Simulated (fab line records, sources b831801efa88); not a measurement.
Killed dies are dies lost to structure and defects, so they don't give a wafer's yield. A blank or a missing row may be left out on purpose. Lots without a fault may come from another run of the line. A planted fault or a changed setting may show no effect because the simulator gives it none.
Split-lot experiment | flow gf180mcu | 5 lots, 23 wafers read, on a route of 602 steps

THE SPLIT
At GF_TOP_METAL_SPUTTER_04 (material TiN, target thk 25 nm, time 20.8 s), the setting time_s was moved away from the recipe's 20.8 s on 11 of the 23 wafers read, by -11.7% to +5.1%. The other wafers ran this setting at the recipe's value.

The reading is taken at the split's own step.

THE READING
TiN_of_TOP_METAL_SPUTTER_04.thk_nm (the simulator's own value, which no gauge read), in nm, at GF_TOP_METAL_SPUTTER_04 (material TiN, target thk 25 nm, time 20.8 s). The file gives no usual value for it. The 12 wafers here that ran the recipe average 24.97 nm, standard deviation 0.21 nm.

wafer  | tool, chamber at the split | time_s as run, s | against the recipe | TiN_of_TOP_METAL_SPUTTER_04.thk_nm, nm | against lot-mates on the recipe
L077.2 | pvd_sputter-03, -          | 20.8             | recipe             | 25.19                                  | -
L077.3 | pvd_sputter-03, -          | 20.8             | recipe             | 25.44                                  | -
L077.4 | pvd_sputter-03, -          | 19.2             | -7.7%              | 23.37                                  | -1.88
L077.5 | pvd_sputter-03, -          | 20.8             | recipe             | 25.13                                  | -
L077.6 | pvd_sputter-03, -          | 19.2             | -7.7%              | 23.46                                  | -1.79
L076.1 | pvd_sputter-04, -          | 21.86            | +5.1%              | 26.37                                  | +1.36
L076.2 | pvd_sputter-04, -          | 21.86            | +5.1%              | 26.3                                   | +1.29
L076.3 | pvd_sputter-04, -          | 20.8             | recipe             | 25.09                                  | -
L076.5 | pvd_sputter-04, -          | 21.86            | +5.1%              | 26.22                                  | +1.20
L076.6 | pvd_sputter-04, -          | 20.8             | recipe             | 24.94                                  | -
L081.2 | pvd_sputter-03, -          | 20.8             | recipe             | 24.95                                  | -
L081.3 | pvd_sputter-03, -          | 20.8             | recipe             | 24.94                                  | -
L081.4 | pvd_sputter-03, -          | 20.8             | recipe             | 24.78                                  | -
L080.2 | pvd_sputter-04, -          | 20.8             | recipe             | 24.75                                  | -
L080.3 | pvd_sputter-04, -          | 21.65            | +4.1%              | 25.46                                  | +0.79
L080.4 | pvd_sputter-04, -          | 21.65            | +4.1%              | 25.34                                  | +0.67
L080.5 | pvd_sputter-04, -          | 20.8             | recipe             | 24.59                                  | -
L080.6 | pvd_sputter-04, -          | 21.65            | +4.1%              | 25.79                                  | +1.12
L083.2 | pvd_sputter-03, -          | 18.36            | -11.7%             | 21.71                                  | -3.20
L083.3 | pvd_sputter-03, -          | 18.36            | -11.7%             | 22.28                                  | -2.63
L083.4 | pvd_sputter-03, -          | 18.36            | -11.7%             | 21.9                                   | -3.02
L083.5 | pvd_sputter-03, -          | 20.8             | recipe             | 24.87                                  | -
L083.6 | pvd_sputter-03, -          | 20.8             | recipe             | 24.96                                  | -

THE FIT
A straight line over all 23 wafers: TiN_of_TOP_METAL_SPUTTER_04.thk_nm changes by +0.236 nm for each +1% of time_s; r = +0.98; the points scatter about the line by 0.28 nm.
The same after taking each lot's own level away (the mean of its wafers on the recipe; 23 wafers): +0.246 nm for each +1%; r = +0.99; scatter 0.15 nm.
On that fit, the largest move of time_s shifts the reading by 2.9 nm.
The lots' own levels span 24.670 to 25.253 nm, that is 2.7 times the standard deviation above.
So the lot-to-lot level changes the slope little: the two slopes agree.
Check: with one of the wafers moved furthest among these (-11.7%) left out of the fit, the line predicts -2.81 nm for it against its lot-mates. It came out at -3.2 nm against them.

OTHER SPLITS ON THESE WAFERS
These wafers also went through other splits before the reading. Each is held against what the fit with the lots' levels taken away leaves over:
other split on the same wafers              | wafers away from the commonest value | r with TiN_of_TOP_METAL_SPUTTER_04.thk_nm (lot level and that fit taken away)
GF_V5_PEB_12 peb_time_s                     | 11                                   | +0.40
GF_TOP_METAL_SPUTTER_00 chamber_pressure_pa | 10                                   | -0.20

THE FILE'S OWN FIT
TiN_of_TOP_METAL_SPUTTER_04.thk_nm changes by +0.246 nm for each +1% of time_s, r = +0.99.
